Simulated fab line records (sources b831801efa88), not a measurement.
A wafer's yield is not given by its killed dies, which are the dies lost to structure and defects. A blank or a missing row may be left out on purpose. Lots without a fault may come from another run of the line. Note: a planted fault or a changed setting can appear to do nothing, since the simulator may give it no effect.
Chamber matching -- flow sfq_line -- SFQ_TRILAYER_I4_VIA_BARC_OPEN_VIA_ETCH_146 on rie_diel-03: 4 sister chambers
The step etches BARC in O2, target depth 125 nm, time 41.7 s. 4 wafers are shown with their chamber, then 7 later ones without.

## WAFERS WITH THEIR CHAMBER
wafer,chamber,drypump_motor_current_A (A)
L664.4,3,5.7
L667.5,1,5.5
L669.4,0,6.3
L669.5,2,5.5

## WAFERS WITHOUT THEIR CHAMBER
wafer,drypump_motor_current_A (A)
L669.6,5.7
L672.1,5.5
L672.3,6.3
L672.6,5.4
L679.3,5.4
L679.6,5.7
L681.5,6.3

## WHICH CHAMBER EACH ONE RAN IN
wafer,from the rows above,in truth
L669.6,3,3
L672.1,can't be placed: 1 or 2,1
L672.3,0,0
L672.6,can't be placed: 1 or 2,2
L679.3,can't be placed: 1 or 2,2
L679.6,3,3
L681.5,0,0
4 of 7 placed correctly. Not placeable from these rows: 3 (in 3, the candidates include the true chamber). 0 placed wrongly.
How it was worked out, from the rows above alone: a wafer's distance from a chamber is the root of the sum, over the readings, of the square of ((its reading less the chamber's mean) divided by the reading's scatter). The wafer belongs to the nearest chamber; if the next one is less than 2 further off, it can't be placed. Each chamber's mean is taken over the wafers shown for it. The scatter: with one shown wafer a chamber, the root of the mean of the squares of how far each hidden wafer lies from its nearest shown one.
